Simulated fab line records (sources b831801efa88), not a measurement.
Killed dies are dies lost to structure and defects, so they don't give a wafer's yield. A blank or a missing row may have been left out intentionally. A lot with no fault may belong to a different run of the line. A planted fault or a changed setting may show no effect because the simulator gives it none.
Comparing a struck lot with a sound one :: flow sky130 :: 17 out of 708 route steps
Sound: wafers L545.2, L545.4, L545.5. Struck: wafers L553.1, L553.2, L553.6. The cause is given at the end.
Per side, at each step with rows, come the tool, then ch with its chambers, and then its first start. Under that, the readings that differ: sound wafers :: struck wafers :: difference of the means :: sigmas: that difference in standard deviations of wafers without a fault.
alike: words and numbers the same on both sides, and readings whose means are apart by under 2 such deviations; not compared: readings that were withheld, readings missing a value for some wafer, numbers with overlapping values and no deviation given by the record, and bounds like >300 which may hide the same value.
A row with sigmas, a row that says differs or no value, or rows on one side alone: a step with any of these is where the two part. Non-overlapping numbers with no deviation appear without sigmas and do not part them. Lack of a reading on every wafer of one side parts them only where that side has two or more wafers.

SKY_METAL2_THK_MEAS_06: measures by xrf.
  sound: filmMetro-03 at day 34 19:34; struck: filmMetro-03 at day 37 16:27
  alike: METAL2_ALCU_THK
then, 8 steps without rows for these wafers: SKY_METAL2_DEHYDRATE_07 (time 60 s); SKY_METAL2_HMDS_08 (prime time 60 s); SKY_METAL2_COAT_09 (resist thk 60 nm); SKY_METAL2_COAT_10 (resist thk 450 nm); SKY_METAL2_SOFTBAKE_11 (time 90 s); SKY_METAL2_EXPOSE_12 (exposes mask MM2, target cd 140 nm); SKY_METAL2_PEB_13; SKY_METAL2_DEVELOP_14 (develop time 60 s).
SKY_METAL2_CD_MEAS_15: target cd 140 nm.
  sound: cdSem-01 at day 35 22:10; struck: cdSem-02 at day 38 18:07
  alike: cdNm
SKY_METAL2_OVL_MEAS_16:
  sound: overlay-01 at day 35 22:16; struck: overlay-01 at day 38 18:16
  alike: METAL2_OVL
SKY_METAL2_DESCUM_17: chemistry O2, time 8 s.
  sound on rieMetal-03 ch 0,1, day 35 22:17; struck on rieMetal-04 ch 0,1, day 38 18:18
reading: oesProductAu (a.u.)
sound: 0.995 0.970 0.994
struck: 1.024 1.023 1.028
difference: +0.039
sigmas: +2
  alike: drypumpMotorCurrentA, heBacksideLeakSccm
  not compared: rfHoursCounterH
SKY_METAL2_ETCH_18: etches BARC in N2/H2, stops on SiO2, time 45.9 s, target depth 60 nm.
  sound on rieMetal-03 ch 0,1, day 35 22:19; struck on rieMetal-04 ch 0,1, day 38 18:20
  no value came back on the struck wafers for any of 6 readings (biasW (W), chamberPressureMTorr (mTorr) and others); on the sound wafers biasW (W) reads 99.8 100.0 99.6
reading: model.KrF-thick_of_METAL2_COAT_10.thkNm (nm)
sound: 392.5 391.9 392
struck: 434.6 433.9 434.7
difference: +42.3
sigmas: 
  not compared: rfHoursCounterH
SKY_METAL2_METAL_ETCH_19: etches the open film in Cl2/BCl3, stops on SiO2, target depth 360 nm, time 78 s.
  sound on rieMetal-03 ch 0,1, day 35 22:23; struck on rieMetal-04 ch 0,1, day 38 18:23
reading: oesProductAu (a.u.)
sound: 0.852 0.844 0.856
struck: 0.367 0.378 0.379
difference: -0.476
sigmas: -57

reading: model.KrF-thick_of_METAL2_COAT_10.thkNm (nm)
sound: 161.8 160.9 161.6
struck: 192.4 191.1 192
difference: +30.4
sigmas: 
  alike: bcl3FlowSccm, biasW, drypumpMotorCurrentA, heBacksideLeakSccm, throttleValvePct
  not compared: rfHoursCounterH
SKY_METAL2_STRIP_20: strips in O2/N2.
  sound on plasmaAsher-04 ch 0,1, day 35 22:29; struck on plasmaAsher-03 ch 0,1, day 38 18:29
reading: stripTimeToEndpointS (s)
sound: 2.72 2.74 2.74
struck: 3.09 3.05 3.06
difference: +0.33
sigmas: +4
  alike: drypumpMotorCurrentA, oesProductAu
  not compared: rfHoursCounterH
then, 1 step without rows for these wafers: SKY_METAL2_STRIP_21 (strips in post etch residue remover, time 1200 s).
-- the record jumps here: 10 days lie between the struck wafers' starts before and after (it left off in module METAL2 and takes up again in module PAD_OPEN, whose first step shown is number 708 of the route) --
SKY_PAD_OPEN_PROBE_99:
  sound: prober-01 at day 46 09:44; struck: prober-01 at day 48 12:01
reading: defectLimitedYield (%)
sound: 79.3 83.5 81.9
struck: 0 0 0
difference: -82
sigmas: -37

reading: killed_at_M0_to_M3
sound: 55 43 49
struck: 434 441 452
difference: +393
sigmas: +55

reading: killedDies
sound: 102 81 89
struck: 492 492 492
difference: +401
sigmas: +36

reading: killedOnRim
sound: 13 14 11
struck: 96 96 96
difference: +83
sigmas: +25

reading: sort_bin_5_function (%)
sound: 12.2 9.8 11.4
struck: 92.7 92.3 91.7
difference: +81.1
sigmas: +48

reading: sortNPass
sound: 390 411 403
struck: 0 0 0
difference: -401
sigmas: -36

reading: sortYieldPct (%)
sound: 79.3 83.5 81.9
struck: 0 0 0
difference: -82
sigmas: -37
  alike: killed_at_M4_up, killedAtContacts, killedAtFrontEnd, killedAtOther, killedOpen, killedShort, sort_bin_3_pad_short, sort_bin_6_memory

WHERE THEY PART
Last at SKY_PAD_OPEN_PROBE_99 as far as this record goes, first at SKY_METAL2_DESCUM_17.

WHY: what had been put in by the simulator
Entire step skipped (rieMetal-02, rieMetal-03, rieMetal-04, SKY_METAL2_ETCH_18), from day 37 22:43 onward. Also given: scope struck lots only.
